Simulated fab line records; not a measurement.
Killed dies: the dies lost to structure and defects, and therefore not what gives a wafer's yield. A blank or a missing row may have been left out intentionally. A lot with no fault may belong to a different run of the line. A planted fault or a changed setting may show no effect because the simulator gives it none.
Struck lot and sound lot, side by side || flow sky130 || 35 out of 708 route steps
Sound: the wafers L816.2, L816.5, L816.6. Struck: wafer L826.6. (L826.1, L826.3 of the same lot were not struck and are left out.) The cause comes at the end.
For every step that has rows: the tool of each side, followed by ch and its chambers, followed by its first start. Under that, the readings that differ: sound wafers || struck wafers || difference of the means || sigmas: that difference in standard deviations of wafers without a fault.
alike: same words and numbers on both sides, and readings whose means sit less than 2 such deviations apart. not compared: any withheld reading, any reading some wafer has no value for, any bound like >300 that may hide the same value, and any number with overlapping values for which the record gives no deviation.
A row with sigmas, a row that says differs or no value, or rows on one side alone: a step with any of these is where the two part. Non-overlapping numbers with no deviation appear without sigmas and do not part them. Lack of a reading on every wafer of one side parts them only where that side has two or more wafers.

first, 5 steps without rows for these wafers: SKY_METAL5_SOFTBAKE_10 (time 60 s); SKY_METAL5_EXPOSE_11 (exposes mask MM5, target cd 1600 nm); SKY_METAL5_PEB_12; SKY_METAL5_DEVELOP_13 (develop time 60 s); SKY_METAL5_DESCUM_14 (chemistry O2, time 11 s).
SKY_METAL5_METAL_ETCH_15: etches the open film in Cl2/BCl3, stops on SiO2, target depth 1260 nm, time 252 s.
  sound on rieMetal-03 ch 0,1, day 44 05:41; struck on rieMetal-03 ch 0, day 47 03:08
  alike: drypumpMotorCurrentA, oesProductAu, throttleValvePct
  not compared: rfHoursCounterH
SKY_METAL5_STRIP_16: strips in O2/N2.
  sound on plasmaAsher-04 ch 0,1, day 44 05:56; struck on plasmaAsher-02 ch 1, day 47 03:22
  alike: drypumpMotorCurrentA, oesProductAu, stripTimeToEndpointS
  not compared: rfHoursCounterH
then, 3 steps without rows for these wafers: SKY_METAL5_STRIP_17 (strips in post etch residue remover, time 1200 s); SKY_METAL5_CLEAN_18 (cleans in IPA, time 180 s); SKY_METAL5_CLEAN_19 (cleans in O3/DIW).
SKY_PASSIVATION_CVD_00: deposits SiO2, target thk 90 nm.
  sound on pecvd-04 ch 0,2, day 44 06:33; struck on pecvd-01 ch 1, day 47 03:58
  alike: heaterPowerW
SKY_PASSIVATION_THK_MEAS_01:
  sound on filmMetro-01, day 44 06:35; struck on filmMetro-02, day 47 03:59
  alike: PASSIVATION_CVD_00_THK
SKY_PASSIVATION_CVD_02: deposits Si3N4, target thk 540 nm.
  sound on pecvd-01 ch 0,1, day 44 06:38; struck on pecvd-03 ch 1, day 47 04:03
{"reading": "model.Si3N4_of_PASSIVATION_CVD_02.thkNm (nm)", "sound": "535 543.1 537.8", "struck": 585, "difference": "+46", "sigmas": ""}
  alike: heaterPowerW
SKY_PASSIVATION_THK_MEAS_03:
  sound on filmMetro-02, day 44 06:52; struck on filmMetro-03, day 47 04:16
{"reading": "PASSIVATION_CVD_02_THK (nm)", "sound": "535 543 538", "struck": 585, "difference": "+46", "sigmas": "+7"}
then, 7 steps without rows for these wafers: SKY_PASSIVATION_DEHYDRATE_04 (time 60 s); SKY_PASSIVATION_HMDS_05 (prime time 60 s); SKY_PASSIVATION_COAT_06 (resist thk 3000 nm); SKY_PASSIVATION_SOFTBAKE_07; SKY_PASSIVATION_EXPOSE_08 (exposes mask NSM, target cd 3000 nm); SKY_PASSIVATION_PEB_09; SKY_PASSIVATION_DEVELOP_10 (develop time 60 s).
SKY_PASSIVATION_ETCH_11: etches the open film in CF4/O2, stops on AlCu, target depth 725 nm, time 161.1 s.
  sound on rieDiel-02 ch 0,1,2, day 45 04:27; struck on rieDiel-01 ch 2, day 48 00:25
{"reading": "oesProductAu (a.u.)", "sound": "0.977 0.978 0.978", "struck": 0.998, "difference": "+0.020", "sigmas": "+3"}
{"reading": "model.PASSIVATION.featureDepthNm (nm)", "sound": "697.7 706.1 700.8", "struck": 723.6, "difference": "+22.1", "sigmas": ""}
{"reading": "model.etch.depthNm (nm)", "sound": "697.7 706.1 700.8", "struck": 723.6, "difference": "+22.1", "sigmas": ""}
  alike: drypumpMotorCurrentA, throttleValvePct
  not compared: rfHoursCounterH
SKY_PASSIVATION_STRIP_12: strips in O2/N2.
  sound on plasmaAsher-03 ch 0,1, day 45 04:38; struck on plasmaAsher-03 ch 0, day 48 00:31
  alike: drypumpMotorCurrentA, oesProductAu, stripTimeToEndpointS
  not compared: rfHoursCounterH
then, 8 steps without rows for these wafers: SKY_PAD_OPEN_DEHYDRATE_00 (time 60 s); SKY_PAD_OPEN_HMDS_01 (prime time 60 s); SKY_PAD_OPEN_COAT_02 (resist thk 3000 nm); SKY_PAD_OPEN_SOFTBAKE_03; SKY_PAD_OPEN_EXPOSE_04 (exposes mask PDM, target cd 60000 nm); SKY_PAD_OPEN_PEB_05; SKY_PAD_OPEN_DEVELOP_06 (develop time 60 s); SKY_PAD_OPEN_ETCH_07 (etches the open film in CF4/O2, stops on AlCu, target depth 725 nm, time 161.1 s).
SKY_PAD_OPEN_STRIP_08: strips in O2/N2.
  sound on plasmaAsher-03 ch 0,1, day 46 01:55; struck on plasmaAsher-04 ch 1, day 48 18:53
  alike: drypumpMotorCurrentA, oesProductAu
  not compared: rfHoursCounterH
SKY_PAD_OPEN_STRIP_09: strips in post etch residue remover, time 1200 s.
  sound on wetBench-04 ch 1, day 46 02:01; struck on wetBench-04 ch 1, day 48 18:59
{"reading": "model.Si3N4_of_PASSIVATION_CVD_02.thkNm (nm)", "sound": "534.6 542.8 537.4", "struck": 584.6, "difference": "+46.3", "sigmas": ""}
  alike: bathHeatDutyPct
then, 1 step without rows for these wafers: SKY_PAD_OPEN_CLEAN_10 (cleans in IPA, time 180 s).
SKY_PAD_OPEN_PROBE_99:
  sound on prober-01, day 46 04:11; struck on prober-01, day 48 21:20
{"reading": "killedAtFrontEnd", "sound": "22 20 20", "struck": 10, "difference": -11, "sigmas": -2}
  alike: defectLimitedYield, killed_at_M0_to_M3, killed_at_M4_up, killedAtContacts, killedAtOther, killedDies, killedOpen, killedShort, sort_bin_3_pad_short, sort_bin_5_function, sort_bin_6_memory, sortNPass, sortYieldPct

WHERE THEY PART
Last at SKY_PAD_OPEN_PROBE_99 as far as this record goes, first at SKY_PASSIVATION_THK_MEAS_03.

WHY: what had been put in by the simulator
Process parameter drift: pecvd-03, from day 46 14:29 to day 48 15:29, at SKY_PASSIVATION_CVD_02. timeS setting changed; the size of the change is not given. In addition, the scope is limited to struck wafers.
